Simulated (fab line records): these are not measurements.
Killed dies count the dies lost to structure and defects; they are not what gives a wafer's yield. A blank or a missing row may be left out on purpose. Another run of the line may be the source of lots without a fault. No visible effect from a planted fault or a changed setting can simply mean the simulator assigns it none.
Which tool was responsible? -- flow sky130 -- 12 lots with 36 wafers sampled at 5 steps, on a route of 708 steps

== WHAT THE GAUGES SHOWED, per wafer ==
SKY_NWELL_OVL_MEAS_10.
lot,measured,on,NWELL_00_OVL (nm)
L317,day 5 13:25,overlay-01,1.8 -1.2 0.7
L320,day 5 13:26,overlay-02,-2.4 -1.1 -1.5
L316,day 5 14:24,overlay-01,-2.3 -1.9 -3.0
L318,day 5 16:51,overlay-01,0.9 -1.5 -0.3
L319,day 5 17:03,overlay-02,-1.5 -2.9 -1.7
L321,day 6 03:49,overlay-02,2.0 -0.4 0.9
L322,day 6 04:09,overlay-01,287.5 289.4 288.1
L323,day 6 08:13,overlay-01,287.5 288.1 285.5
L325,day 6 21:06,overlay-01,290.9 290.5 290.2
L328,day 7 10:42,overlay-01,-2.1 -1.7 -2.2
L329,day 7 17:25,overlay-01,0.2 0.4 -1.5
L333,day 8 17:51,overlay-01,-0.8 -2.3 0.1

SKY_NWELL_RS_MEAS_31: a four-point-probe measurement.
lot,measured,on,PWDE_RS (ohm/sq)
L317,day 6 09:41,filmMetro-01,5256 5250 5238
L320,day 6 09:59,filmMetro-03,5255 5268 5277
L316,day 6 11:05,filmMetro-03,5257 5269 5273
L318,day 6 13:02,filmMetro-03,5294 5284 5284
L319,day 6 13:56,filmMetro-03,5271 5282 5288
L321,day 6 23:45,filmMetro-01,5295 5281 5294
L322,day 7 00:05,filmMetro-03,5276 5272 5269
L323,day 7 04:42,filmMetro-01,5275 5267 5269
L325,day 7 18:32,filmMetro-01,5252 5250 5243
L328,day 8 08:41,filmMetro-02,5268 5253 5269
L329,day 8 15:26,filmMetro-03,5263 5274 5282
L333,day 9 16:44,filmMetro-01,5273 5282 5288

== EACH LOT AND THE TOOL THAT RAN IT (in order: tool; ch and the chambers of the sampled wafers; start) ==
lot,SKY_DNWELL_STRIP_08,SKY_NWELL_EXPOSE_07,SKY_NWELL_STRIP_25
L317,"plasmaAsher-01 ch 0,1, day 4 02:20","ilineStepper-01 ch 0, day 5 04:31","plasmaAsher-03 ch 0,1, day 6 09:07"
L320,"plasmaAsher-01 ch 0,1, day 4 03:30","ilineStepper-02 ch 0, day 5 04:43","plasmaAsher-01 ch 0,1, day 6 09:26"
L316,"plasmaAsher-01 ch 0,1, day 4 03:51","ilineStepper-01 ch 0, day 5 05:49","plasmaAsher-03 ch 0,1, day 6 10:32"
L318,"plasmaAsher-02 ch 1, day 4 05:03","ilineStepper-02 ch 0, day 5 08:03","plasmaAsher-01 ch 0,1, day 6 12:29"
L319,"plasmaAsher-03 ch 0,1, day 4 05:09","ilineStepper-01 ch 0, day 5 08:22","plasmaAsher-01 ch 0,1, day 6 12:50"
L321,"plasmaAsher-02 ch 0,1, day 4 14:41","ilineStepper-02 ch 0, day 5 17:53","plasmaAsher-03 ch 0,1, day 6 23:10"
L322,"plasmaAsher-03 ch 0,1, day 4 15:17","ilineStepper-02 ch 0, day 5 18:11","plasmaAsher-04 ch 0,1, day 6 23:31"
L323,"plasmaAsher-01 ch 0,1, day 4 18:17","ilineStepper-02 ch 0, day 5 22:46","plasmaAsher-03 ch 0,1, day 7 04:07"
L325,"plasmaAsher-02 ch 0,1, day 5 06:50","ilineStepper-02 ch 0, day 6 11:34","plasmaAsher-04 ch 0,1, day 7 17:58"
L328,"plasmaAsher-03 ch 0,1, day 5 20:24","ilineStepper-01 ch 0, day 7 01:21","plasmaAsher-01 ch 0,1, day 8 08:08"
L329,"plasmaAsher-03 ch 0,1, day 6 01:29","ilineStepper-01 ch 0, day 7 06:44","plasmaAsher-04 ch 0,1, day 8 14:53"
L333,"plasmaAsher-01 ch 0,1, day 7 00:12","ilineStepper-01 ch 0, day 8 07:18","plasmaAsher-04 ch 0,1, day 9 16:05"
- SKY_DNWELL_STRIP_08: strips in O2/N2.
- SKY_NWELL_EXPOSE_07: exposes mask NWM, target cd 840 nm.
- SKY_NWELL_STRIP_25: strips in O2/N2.

== WHAT THE TOOLS THEMSELVES READ (means of the sampled wafers that have a number; where no wafer has one, the mark that the record gives instead) ==
SKY_DNWELL_STRIP_08.
lot,tool,chamberPressureMTorr (mTorr),drypumpMotorCurrentA (A),oesProductAu (a.u.),stripTimeToEndpointS (s)
L317,plasmaAsher-01,1499.8,5.9,0.719,36.99
L320,plasmaAsher-01,1498.9,6.1,0.723,36.77
L316,plasmaAsher-01,1501.1,6.1,0.718,37.19
L318,plasmaAsher-02,1500.0,6.1,0.719,37.06
L319,plasmaAsher-03,1500.2,5.5,0.724,36.84
L321,plasmaAsher-02,1500.7,5.6,0.721,37.02
L322,plasmaAsher-03,1499.7,5.6,0.721,37.06
L323,plasmaAsher-01,1500.1,5.9,0.720,37.14
L325,plasmaAsher-02,1499.7,5.8,0.722,36.74
L328,plasmaAsher-03,1499.7,5.5,0.724,36.87
L329,plasmaAsher-03,1499.1,5.6,0.719,36.79
L333,plasmaAsher-01,1500.4,6.1,0.723,36.85

SKY_NWELL_STRIP_25.
lot,tool,chamberPressureMTorr (mTorr),drypumpMotorCurrentA (A),oesProductAu (a.u.),stripTimeToEndpointS (s)
L317,plasmaAsher-03,1500.1,5.5,0.719,37.04
L320,plasmaAsher-01,1501.3,6.1,0.724,36.96
L316,plasmaAsher-03,1501.2,5.5,0.718,37.12
L318,plasmaAsher-01,1500.0,6.1,0.720,36.80
L319,plasmaAsher-01,1500.6,5.9,0.721,36.83
L321,plasmaAsher-03,1501.9,5.6,0.722,36.99
L322,plasmaAsher-04,1499.7,6.6,0.722,36.88
L323,plasmaAsher-03,1500.2,5.5,0.725,36.93
L325,plasmaAsher-04,1499.2,6.6,0.720,36.82
L328,plasmaAsher-01,1500.1,5.9,0.720,36.93
L329,plasmaAsher-04,1500.1,6.6,0.724,36.93
L333,plasmaAsher-04,1500.4,6.5,0.722,36.87

== THE ANSWER, worked out from the rows above alone ==
Rule: usual is defined by the lots themselves. Put in order of their means at a reading, lots are off if they are a third of the lots or fewer, leave a main group of 4 or more, and stand apart from it by a gap of 3 or more times the standard deviation of the main group's means; of several such gaps the widest counts. If all means in a main group match to the digits the tables above print for the reading, that group is not used. Also off: a lot with no number at a reading for which 4 or more lots have one. The other lots that the step has rows for count as sound. The gauges are gone through in route order, then the tools' own readings, and for those a lot's mean is taken as printed above. At the first step where some lot is off, the reading lying furthest off is the one used; lots without a number count as furthest.
Off: L322, L323, L325, seen at SKY_NWELL_OVL_MEAS_10 (NWELL_00_OVL). The main group has a mean of -0.9 nm with a standard deviation of 1.1.
If a tool, at a process step before that reading, ran all the lots that are off and no sound lot after the first of them, it fits. The gauges at SKY_NWELL_OVL_MEAS_10 are tried like those tools. One candidate fits, namely ilineStepper-02 at SKY_NWELL_EXPOSE_07. Its last sound lot is L321 (day 5 17:53), its first lot that is off L322 (day 5 18:11): a fault that began between those two fits.

== WHAT THE SIMULATOR PUT IN ==
Scanner matching overlay: ilineStepper-02, from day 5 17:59 on, at SKY_NWELL_EXPOSE_07. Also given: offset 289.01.
Struck lots among those shown: L322, L323, L325. The same result came from the rule above.
